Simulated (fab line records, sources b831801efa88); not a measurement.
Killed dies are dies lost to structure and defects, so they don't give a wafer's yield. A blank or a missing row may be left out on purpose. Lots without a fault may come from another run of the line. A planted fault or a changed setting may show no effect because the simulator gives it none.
fab line records | flow sky130
record lots=14 wafers=42 last_day=50
route steps=708 shown VIA1@460 METAL2@485
lots that met no fault: from a run of the same line without faults
start_h: hours from the record's first day to the start of the lot's first wafer shown | wait_h: hours since the lot's step before | " the same as in the row above | L1.1+2: a row that stands for several wafers | - no value, or no start given | * or withheld: withheld | < > ~ a bound
route shown NAME@n: a module of which the file shows steps, and the number in the route of the first | usual: mean/standard deviation of fault-free wafers | same: alike in all rows | chamber/n: place in a boat | sites: the reading at each site | _std_site: their standard deviation | _edge_site: outer sites' mean less inner sites' | radius_mm: how far each site lies from the wafer's centre | mask NAME#n: copy n | behind: the tool/chamber that last shaped the wafer | hold: why the lot was held/for how many hours/how that ended | device: the transistor (n, p or np) that didn't switch | end of line: the same wafers' tests at the end of the route | a step without rows: its recipe alone | killed: dies lost to structure and defects at the first sort, not the wafer's yield | map: a wafer's dies, x killed, . not, _ none there
set.NAME: the setting as run; set.NAME@STEP: as run at that earlier step | model.NAME: the simulator's own value behind a step, which no gauge read
steps of the route over a sample of lots; a table a step, a row a wafer
services: from which hour (start_h, from the record's first day; less than 0 if before it) a tool's chamber was out of use, for how many hours, and why
## steps
# step SKY_VIA1_CMP_02
# recipe material=SiO2 down_force_psi=4 platen_rpm=60 pad_velocity_m_s=0.94248
# usual motor_current_A=12.1/1.1
# columns lot.wafer tool chamber start_h wait_h motor_current_A
L296.2 cmp-02 1 763.79 0.1 12.3
L296.4 " 2 " " 10.5
L296.5 " 0 " " 12.2
L297.4 cmp-02 1 773.54 0.0 12.7
L297.3 " 0 " " 12.4
L297.6 " 1 " " 12.4
L299.2 cmp-02 1 794.08 0.0 12.0
L299.4 " 0 " " 12.0
L299.6 " 1 " " 12.2
L300.3 cmp-02 1 800.40 0.0 11.9
L300.5 " 1 " " 12.6
L300.6 " 2 " " 10.0
L302.3 cmp-02 1 812.19 0.1 11.8
L302.2 " 2 " " 9.7
L302.5 " 1 " " 12.5
L301.1 cmp-02 2 819.80 0.1 10.1
L301.4 " 3 " " 14.7
L301.2 " 0 " " 12.7
L303.1 cmp-01 2 825.71 0.1 12.4
L303.6 " 0 " " 12.9
L303.5 " 1 " " 11.9
L304.4 cmp-01 1 844.32 0.1 11.6
L304.1 " 2 " " 12.6
L304.3 " 3 " " 10.7
L305.2 cmp-01 2 864.17 0.0 11.8
L305.1 " 3 " " 11.7
L305.6 " 3 " " 11.4
L306.1 cmp-01 2 865.38 0.1 12.8
L306.3 " 0 " " 12.6
L306.4 " 1 " " 11.6
L311.3 cmp-01 3 883.14 0.2 11.7
L311.5 " 0 " " 13.2
L311.6 " 1 " " 12.0
L312.2 cmp-02 2 900.49 0.1 10.7
L312.3 " 3 " " 14.0
L312.5 " 2 " " 10.3
L317.4 cmp-01 0 919.65 0.0 13.3
L317.2 " 2 " " 13.1
L317.5 " 1 " " 11.9
L318.3 cmp-01 3 932.37 0.1 11.3
L318.2 " 0 " " 12.8
L318.1 " 1 " " 11.9
# step SKY_VIA1_BOW_MEAS_03
# recipe mode=bow
# usual VIA1_BOW=80/6.9
# columns lot.wafer tool chamber start_h wait_h VIA1_BOW[um]
L296.2 film_metro-03 - 764.01 0.2 70
L296.4 " - " " 72
L296.5 " - " " 76
L297.3 film_metro-02 - 773.88 0.1 87
L297.4 " - " " 69
L297.6 " - " " 71
L299.2 film_metro-04 - 794.40 0.3 80
L299.4 " - " " 83
L299.6 " - " " 92
L300.3 film_metro-04 - 800.74 0.3 80
L300.5 " - " " 83
L300.6 " - " " 93
L302.2 film_metro-04 - 812.46 0.2 77
L302.3 " - " " 90
L302.5 " - " " 83
L301.1 film_metro-04 - 820.05 0.2 76
L301.2 " - " " 84
L301.4 " - " " 80
L303.1 film_metro-02 - 825.91 0.1 80
L303.5 " - " " 67
L303.6 " - " " 81
L304.1 film_metro-04 - 844.57 0.1 93
L304.3 " - " " 75
L304.4 " - " " 68
L305.1 film_metro-04 - 864.47 0.2 99
L305.2 " - " " 79
L305.6 " - " " 85
L306.1 film_metro-03 - 865.68 0.2 90
L306.3 " - " " 74
L306.4 " - " " 78
L311.3 film_metro-02 - 883.33 0.1 67
L311.5 " - " " 71
L311.6 " - " " 85
L312.2 film_metro-04 - 900.76 0.2 67
L312.3 " - " " 89
L312.5 " - " " 80
L317.2 film_metro-03 - 919.97 0.2 75
L317.4 " - " " 68
L317.5 " - " " 81
L318.1 film_metro-04 - 932.62 0.1 80
L318.2 " - " " 88
L318.3 " - " " 75
# step SKY_VIA1_SPUTTER_20
# recipe material=TiN target_thk_nm=20 chamber_pressure_pa=5 power_w=4000 time_s=80
# usual throttle_valve_pct=30.9/0.58
# columns lot.wafer tool chamber start_h wait_h throttle_valve_pct
L296.2 pvd_sputter-02 - 791.19 0.0 31.0
L296.4 " - " " 31.3
L296.5 " - " " 31.0
L297.3 pvd_sputter-01 - 801.46 0.0 29.6
L297.4 " - " " 30.4
L297.6 " - " " 31.2
L299.2 pvd_sputter-02 - 821.94 0.0 31.1
L299.4 " - " " 31.6
L299.6 " - " " 31.0
L300.3 pvd_sputter-02 - 828.65 0.0 31.2
L300.5 " - " " 30.8
L300.6 " - " " 31.0
L302.2 pvd_sputter-02 - 839.30 0.0 30.9
L302.3 " - " " 31.4
L302.5 " - " " 31.9
L301.1 pvd_sputter-01 - 846.85 0.0 29.7
L301.2 " - " " 30.6
L301.4 " - " " 30.1
L303.1 pvd_sputter-01 - 852.05 0.0 29.8
L303.5 " - " " 30.5
L303.6 " - " " 29.9
L304.1 pvd_sputter-04 - 872.16 0.0 31.8
L304.3 " - " " 30.8
L304.4 " - " " 30.5
L305.1 pvd_sputter-02 - 891.25 0.0 31.2
L305.2 " - " " 31.1
L305.6 " - " " 30.9
L306.1 pvd_sputter-04 - 892.88 0.0 31.8
L306.3 " - " " 31.0
L306.4 " - " " 30.8
L311.3 pvd_sputter-04 - 909.38 0.0 31.1
L311.5 " - " " 30.8
L311.6 " - " " 31.8
L312.2 pvd_sputter-04 - 926.14 0.0 31.3
L312.3 " - " " 31.9
L312.5 " - " " 31.2
L317.2 pvd_sputter-01 - 945.05 0.0 30.3
L317.4 " - " " 31.7
L317.5 " - " " 30.7
L318.1 pvd_sputter-04 - 957.44 0.0 31.4
L318.2 " - " " 31.8
L318.3 " - " " 31.3
# step SKY_METAL2_SPUTTER_02
# recipe material=AlCu target_thk_nm=250 power_w=10600 time_s=13.3 chamber_pressure_pa=0.4
# usual throttle_valve_pct=30.9/0.89
# columns lot.wafer tool chamber start_h wait_h throttle_valve_pct
L296.2 pvd_sputter-03 - 791.87 0.0 29.8
L296.4 " - " " 31.7
L296.5 " - " " 29.3
L297.3 pvd_sputter-03 - 802.14 0.0 29.2
L297.4 " - " " 29.9
L297.6 " - " " 29.2
L299.2 pvd_sputter-04 - 822.62 0.0 30.9
L299.4 " - " " 31.0
L299.6 " - " " 31.3
L300.3 pvd_sputter-04 - 829.33 0.0 30.7
L300.5 " - " " 31.2
L300.6 " - " " 31.2
L302.2 pvd_sputter-04 - 839.98 0.0 31.4
L302.3 " - " " 30.5
L302.5 " - " " 32.0
L301.1 pvd_sputter-03 - 847.53 0.0 31.1
L301.2 " - " " 29.0
L301.4 " - " " 32.0
L303.1 pvd_sputter-03 - 852.73 0.0 31.0
L303.5 " - " " 31.1
L303.6 " - " " 31.8
L304.1 pvd_sputter-04 - 872.84 0.0 31.0
L304.3 " - " " 31.8
L304.4 " - " " 30.7
L305.1 pvd_sputter-03 - 891.93 0.0 29.0
L305.2 " - " " 29.7
L305.6 " - " " 31.1
L306.1 pvd_sputter-04 - 893.61 0.0 30.7
L306.3 " - " " 31.0
L306.4 " - " " 31.5
L311.3 pvd_sputter-04 - 910.06 0.0 31.6
L311.5 " - " " 30.5
L311.6 " - " " 31.9
L312.2 pvd_sputter-03 - 926.82 0.0 29.0
L312.3 " - " " 31.8
L312.5 " - " " 30.7
L317.2 pvd_sputter-03 - 945.80 0.0 30.7
L317.4 " - " " 29.0
L317.5 " - " " 29.8
L318.1 pvd_sputter-03 - 958.12 0.0 31.1
L318.2 " - " " 29.7
L318.3 " - " " 29.4
# step SKY_METAL2_RS_MEAS_05
# recipe thk_meas_gauge=four-point-probe reads=TiN_of_METAL2_SPUTTER_04+Ti_of_METAL2_SPUTTER_03+AlCu_of_METAL2_SPUTTER_02+TiN_of_METAL2_SPUTTER_01+Ti_of_METAL2_SPUTTER_00
# usual METAL2_ALCU_RS=0.1268/0.0017
# columns lot.wafer tool chamber start_h wait_h hold METAL2_ALCU_RS[ohm/sq]
L296.2 film_metro-04 - 791.98 0.0 - 0.1275
L296.4 " - " " - 0.1249
L296.5 " - " " - 0.1250
L297.3 film_metro-01 - 802.27 0.1 - 0.1276
L297.4 " - " " - 0.1300
L297.6 " - " " - 0.1279
L299.2 film_metro-03 - 822.74 0.0 - 0.1262
L299.4 " - " " - 0.1240
L299.6 " - " " - 0.1269
L300.3 film_metro-03 - 829.46 0.1 - 0.1262
L300.5 " - " " - 0.1263
L300.6 " - " " - 0.1245
L302.2 film_metro-03 - 840.10 0.0 - 0.1257
L302.3 " - " " - 0.1259
L302.5 " - " " - 0.1277
L301.1 film_metro-04 - 847.63 0.0 - 0.1277
L301.2 " - " " - 0.1258
L301.4 " - " " - 0.1274
L303.1 film_metro-04 - 852.83 0.0 - 0.1283
L303.5 " - " " - 0.1292
L303.6 " - " " - 0.1283
L304.1 film_metro-01 - 872.93 0.0 - 0.1239
L304.3 " - " " - 0.1281
L304.4 " - " " - 0.1265
L305.1 film_metro-01 - 892.02 0.0 - 0.1237
L305.2 " - " " - 0.1287
L305.6 " - " " - 0.1267
L306.1 film_metro-04 - 893.70 0.0 await_dispo/0.2h/release 0.0887
L306.3 " - " " await_dispo/0.2h/release 0.1252
L306.4 " - " " await_dispo/0.2h/release 0.1245
L306.1 film_metro-04 - 893.99 0.3 - 0.0888
L306.3 " - " " - 0.1254
L306.4 " - " " - 0.1245
L311.3 film_metro-04 - 910.19 0.1 await_dispo/0.2h/release 0.1261
L311.5 " - " " await_dispo/0.2h/release 0.0889
L311.6 " - " " await_dispo/0.2h/release 0.1270
L311.3 film_metro-04 - 910.48 0.3 - 0.1259
L311.5 " - " " - 0.0888
L311.6 " - " " - 0.1271
L312.2 film_metro-03 - 926.93 0.0 - 0.1273
L312.3 " - " " - 0.1272
L312.5 " - " " - 0.1288
L317.2 film_metro-03 - 945.91 0.0 - 0.1278
L317.4 " - " " - 0.1270
L317.5 " - " " - 0.1300
L318.1 film_metro-03 - 958.21 0.0 - 0.1245
L318.2 " - " " - 0.1280
L318.3 " - " " - 0.1249
# step SKY_METAL2_THK_MEAS_06
# recipe thk_meas_gauge=xrf reads=AlCu_of_METAL2_SPUTTER_02
# usual METAL2_ALCU_THK=253/3.7
# columns lot.wafer tool chamber start_h wait_h hold METAL2_ALCU_THK[nm]
L296.2 film_metro-04 - 792.09 0.1 - 251
L296.4 " - " " - 255
L296.5 " - " " - 255
L297.3 film_metro-01 - 802.37 0.1 - 250
L297.4 " - " " - 248
L297.6 " - " " - 253
L299.2 film_metro-03 - 822.85 0.1 - 253
L299.4 " - " " - 260
L299.6 " - " " - 252
L300.3 film_metro-03 - 829.56 0.1 - 252
L300.5 " - " " - 252
L300.6 " - " " - 258
L302.2 film_metro-03 - 840.21 0.1 - 256
L302.3 " - " " - 255
L302.5 " - " " - 251
L301.1 film_metro-04 - 847.75 0.1 - 253
L301.2 " - " " - 255
L301.4 " - " " - 252
L303.1 film_metro-04 - 852.95 0.1 - 250
L303.5 " - " " - 250
L303.6 " - " " - 251
L304.1 film_metro-01 - 873.05 0.1 - 259
L304.3 " - " " - 250
L304.4 " - " " - 256
L305.1 film_metro-01 - 892.14 0.1 - 259
L305.2 " - " " - 250
L305.6 " - " " - 255
L306.1 film_metro-04 - 897.70 3.7 await_dispo/0.2h/release 357
L306.3 " - " " await_dispo/0.2h/release 255
L306.4 " - " " await_dispo/0.2h/release 255
L306.1 film_metro-04 - 898.04 0.3 - 357
L306.3 " - " " - 257
L306.4 " - " " - 256
L311.3 film_metro-04 - 914.39 3.9 await_dispo/0.2h/release 253
L311.5 " - " " await_dispo/0.2h/release 356
L311.6 " - " " await_dispo/0.2h/release 252
L311.3 film_metro-04 - 914.61 0.2 - 254
L311.5 " - " " - 356
L311.6 " - " " - 251
L312.2 film_metro-03 - 927.04 0.1 - 251
L312.3 " - " " - 250
L312.5 " - " " - 249
L317.2 film_metro-03 - 946.02 0.1 - 250
L317.4 " - " " - 250
L317.5 " - " " - 246
L318.1 film_metro-03 - 958.33 0.1 - 255
L318.2 " - " " - 252
L318.3 " - " " - 258
# step SKY_METAL2_METAL_ETCH_19
# recipe target_depth_a=3600 stop_on=SiO2 over_etch_frac=0.3 time_s=78 chemistry=Cl2/BCl3 resist_sidewall_deg=88 pressure_mtorr=10 icp_w=900 bias_w=48.5 Cl2_flow_sccm=60 bcl3_flow_sccm=30
# usual bias_w=48.48/0.13 drypump_motor_current_A=6.09/0.28 oes_product_au=0.854/0.0054 throttle_valve_pct=22.263/0.0099
# columns lot.wafer tool chamber start_h wait_h bias_w drypump_motor_current_A oes_product_au rf_hours_counter_h throttle_valve_pct
L296.2 rie_metal-02 0 818.64 0.1 48.52 6.19 0.849 - 22.272
L296.4 " 0 " " 48.55 6.17 0.856 - 22.246
L296.5 " 0 " " 48.31 6.12 0.855 - 22.267
L297.3 rie_metal-04 1 829.40 0.1 48.40 6.49 0.847 - 22.250
L297.4 " 0 " " 48.36 6.12 0.855 - 22.260
L297.6 " 0 " " 48.30 6.11 0.848 - 22.257
L299.2 rie_metal-03 0 848.12 0.0 48.61 5.57 0.862 0 22.267
L299.4 " 0 " " 48.51 5.56 0.861 - 22.264
L299.6 " 0 " " 48.30 5.57 0.855 - 22.267
L300.3 rie_metal-04 1 855.46 0.1 48.54 6.48 0.857 - 22.276
L300.5 " 0 " " 48.62 6.11 0.855 - 22.261
L300.6 " 1 " " 48.53 6.50 0.864 - 22.272
L302.2 rie_metal-03 1 865.97 0.0 48.48 6.12 0.861 8 22.248
L302.3 " 0 " " 48.38 5.53 0.854 - 22.267
L302.5 " 1 " " 48.80 6.10 0.856 - 22.261
L301.1 rie_metal-02 1 874.21 0.0 48.44 6.06 0.854 2 22.254
L301.2 " 0 " " 48.59 6.23 0.846 14 22.253
L301.4 " 0 " " 48.36 6.25 0.854 - 22.271
L303.1 rie_metal-02 0 878.53 0.0 48.54 6.21 0.860 14 22.265
L303.5 " 1 " " 48.65 6.04 0.853 - 22.253
L303.6 " 0 " " 48.65 6.23 0.856 - 22.264
L304.1 rie_metal-03 1 899.62 0.0 48.44 6.13 0.857 10 22.255
L304.3 " 1 " " 48.50 6.12 0.848 - 22.276
L304.4 " 0 " " 48.52 5.55 0.847 - 22.248
L305.1 rie_metal-04 1 918.08 0.0 48.56 6.45 0.862 13 22.256
L305.2 " 0 " " 48.36 6.13 0.841 6 22.250
L305.6 " 1 " " 48.78 6.48 0.856 - 22.265
L306.1 rie_metal-03 1 919.41 0.0 48.29 6.10 0.947 11 22.268
L306.3 " 0 " " 48.33 5.54 0.853 - 22.269
L306.4 " 1 " " 48.44 6.12 0.870 - 22.263
L311.3 rie_metal-03 0 934.76 0.1 48.50 5.58 0.858 - 22.260
L311.5 " 1 " " 48.75 6.13 0.941 - 22.259
L311.6 " 0 " " 48.28 5.58 0.849 - 22.265
L312.2 rie_metal-02 1 951.33 0.0 48.31 6.03 0.853 6 22.255
L312.3 " 1 " " 48.44 6.04 0.851 - 22.260
L312.5 " 0 " " 48.57 6.17 0.865 - 22.276
L317.2 rie_metal-04 1 970.43 0.0 48.40 6.48 0.854 15 22.263
L317.4 " 1 " " 48.63 6.46 0.862 - 22.269
L317.5 " 1 " " 48.45 6.49 0.843 - 22.281
L318.1 rie_metal-02 1 983.38 0.0 48.42 6.05 0.858 7 22.274
L318.2 " 0 " " 48.54 6.20 0.837 19 22.264
L318.3 " 1 " " 48.41 6.05 0.852 - 22.276
## services
# columns tool chamber start_h hours kind
cmp-02 - 744.30 4.0 pm
cmp-02 - 792.31 1.4 repair
cmp-02 - 797.71 2.0 repair
pvd_sputter-03 - 803.80 0.9 repair
rie_metal-03 - 824.03 3.1 repair
cmp-02 - 844.40 1.8 repair
cmp-02 - 855.19 4.2 repair
cmp-02 - 859.43 3.9 pm
cmp-01 - 860.29 2.5 repair
rie_metal-03 - 870.45 0.9 repair
cmp-01 - 872.59 1.9 repair
pvd_sputter-01 - 888.99 3.3 repair
pvd_sputter-01 - 899.16 1.0 repair
pvd_sputter-02 - 903.46 4.9 repair
cmp-01 - 912.02 4.0 pm
pvd_sputter-02 - 912.67 2.7 repair
rie_metal-03 1 945.81 4.9 repair
pvd_sputter-04 0 948.22 - consumable_replace:kit
pvd_sputter-04 0 948.22 18.0 scheduled_down
pvd_sputter-04 0 948.22 18.0 vent_cycle
pvd_sputter-02 - 953.53 2.9 repair
rie_metal-04 1 959.01 8.1 repair
cmp-02 - 980.09 0.9 repair
rie_metal-04 1 982.31 19.4 repair
## key
first_sign step=SKY_METAL2_RS_MEAS_05 reading=visit direction=added
effect step=SKY_METAL2_RS_MEAS_05 reading=METAL2_ALCU_RS direction=down sigmas=23 usual=0.1268 struck=0.0888
effect step=SKY_METAL2_THK_MEAS_06 reading=visit direction=added
effect step=SKY_METAL2_THK_MEAS_06 reading=METAL2_ALCU_THK direction=up sigmas=28 usual=253 struck=357
effect step=SKY_METAL2_METAL_ETCH_19 reading=oes_product_au direction=up sigmas=17 usual=0.854 struck=0.944
met_at SKY_METAL2_SPUTTER_02
struck_lots L306,L311
struck_wafers L306.1,L311.5
sort_left_out L306.1
not_acting_at SKY_VIA1_CMP_02,SKY_VIA1_BOW_MEAS_03,SKY_VIA1_SPUTTER_20
onset_between 872.84 893.61
fault kind=process_parameter_drift tool=pvd_sputter-04 chamber=- onset_h=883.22 steps=SKY_METAL2_SPUTTER_02 channel=time_s offset=* shape=step end_h=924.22 acts_in=* stated=* scope=struck_wafers_only
# sort_left_out: the simulated sort isn't trusted on such a fault, so these wafers' sort isn't shown, and their yield isn't known
